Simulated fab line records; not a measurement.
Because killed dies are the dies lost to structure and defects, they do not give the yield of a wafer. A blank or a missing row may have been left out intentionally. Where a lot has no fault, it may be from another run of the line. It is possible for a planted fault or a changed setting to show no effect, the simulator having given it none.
Check for tools in common ; flow gf180mcu ; 13 lots, 39 wafers sampled

REASON FOR OPENING
At GF_SAB_THK_MEAS_01 the reading SAB_CVD_00_THK is flagged on 2 of 13 lots. Wafers without a fault read 50.1 nm, standard deviation 0.74.
Rule: a lot is flagged when every wafer of it that has a number lies more than 4 standard deviations from that mean, or none has a number. The rest of the lots are taken to be sound.

lot;measured;on;SAB_CVD_00_THK (nm), wafer by wafer;flag
L869;day 13 23:17;film-metro-03;50.2 50.6 51.3;
L870;day 14 09:02;film-metro-02;49.3 51.5 50.4;
L872;day 15 03:32;film-metro-03;50.0 50.5 50.4;
L873;day 15 12:35;film-metro-03;50.4 50.1 51.1;
L874;day 16 03:11;film-metro-02;49.5 48.8 49.9;
L876;day 16 21:08;film-metro-02;49.4 50.9 51.2;
L877;day 17 03:06;film-metro-01;49.5 50.8 49.6;
L878;day 17 09:35;film-metro-02;50.0 51.1 50.0;
L880;day 18 06:11;film-metro-02;49.8 49.9 50.1;
L889;day 21 03:05;film-metro-02;17.3 17.7 17.0;FLAGGED
L890;day 21 16:26;film-metro-03;16.1 16.3 17.3;FLAGGED
L891;day 21 23:42;film-metro-02;49.1 49.6 50.4;
L892;day 22 09:43;film-metro-01;49.8 50.1 50.3;
The mean of the flagged lots' numbers is 16.9 nm, -33.2 nm from the usual (-45 standard deviations).

WHICH TOOL RAN EACH LOT
The record holds 2 process steps before the reading, out of a route of 602 steps. Each cell gives the tool, then ch followed by the chambers the sampled wafers passed through, then the start.
lot;flag;GF_HV_LDD_STRIP_37;GF_SAB_CVD_00
L869;;plasma-asher-02 ch 0,1, day 11 06:07;pecvd-04 ch 0,1, day 13 23:16
L870;;plasma-asher-01 ch 0,1, day 11 15:43;pecvd-04 ch 0,1, day 14 09:00
L872;;plasma-asher-01 ch 0,1, day 12 06:59;pecvd-04 ch 0,2, day 15 03:31
L873;;plasma-asher-01 ch 0,1, day 12 17:00;pecvd-01 ch 0,1, day 15 12:34
L874;;plasma-asher-01 ch 0,1, day 13 07:12;pecvd-02 ch 0,1, day 16 03:10
L876;;plasma-asher-03 ch 0,1, day 14 00:25;pecvd-04 ch 0,1,2, day 16 21:06
L877;;plasma-asher-03 ch 0,1, day 14 05:08;pecvd-02 ch 0,1,2, day 17 03:03
L878;;plasma-asher-02 ch 0,1, day 14 11:30;pecvd-02 ch 0,1,2, day 17 09:33
L880;;plasma-asher-02 ch 1, day 15 06:24;pecvd-04 ch 1,2, day 18 06:09
L889;FLAGGED;plasma-asher-01 ch 0,1, day 17 23:51;pecvd-04 ch 0,2, day 21 03:03
L890;FLAGGED;plasma-asher-03 ch 1, day 18 10:49;pecvd-04 ch 0,1, day 21 16:24
L891;;plasma-asher-01 ch 0,1, day 18 19:33;pecvd-01 ch 0,1, day 21 23:40
L892;;plasma-asher-03 ch 0,1, day 19 05:01;pecvd-02 ch 0,2, day 22 09:42
These steps, and what they do:
- GF_HV_LDD_STRIP_37: strips in O2/N2.
- GF_SAB_CVD_00: deposits SiO2 from TEOS, target thk 50 nm, time 4.9302 s.
- GF_SAB_THK_MEAS_01

FLAGGED OVER TOTAL, TOOL BY TOOL (the gauges that took the reading come last)
step;tool;lots run;flagged;share of the flagged lots;sound lots run after its first flagged lot
GF_HV_LDD_STRIP_37;plasma-asher-01;6;1;some;1 (L891)
GF_HV_LDD_STRIP_37;plasma-asher-02;3;0;none;-
GF_HV_LDD_STRIP_37;plasma-asher-03;4;1;some;1 (L892)
GF_SAB_CVD_00;pecvd-01;2;0;none;-
GF_SAB_CVD_00;pecvd-02;4;0;none;-
GF_SAB_CVD_00;pecvd-04;7;2;all;0
GF_SAB_THK_MEAS_01;film-metro-01;2;0;none;-
GF_SAB_THK_MEAS_01;film-metro-02;7;1;some;1 (L891)
GF_SAB_THK_MEAS_01;film-metro-03;4;1;some;0

THE TABLE: WHAT IT ALLOWS
Rows of the table that ran each flagged lot: 1, that is pecvd-04 at GF_SAB_CVD_00.
- pecvd-04 at GF_SAB_CVD_00: 2 of its 7 lots flagged. Its last sound lot is L880 (day 18 06:09), its first flagged lot L889 (day 21 03:03): a fault that began between those two fits.
What remains is a single tool, pecvd-04 at GF_SAB_CVD_00.

WHAT THE SIMULATOR HAD PUT IN
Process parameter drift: pecvd-04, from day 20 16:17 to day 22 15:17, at GF_SAB_CVD_00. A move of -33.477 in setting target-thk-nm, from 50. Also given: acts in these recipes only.
Struck lots among those shown: L889, L890. The rule above reached the same finding.
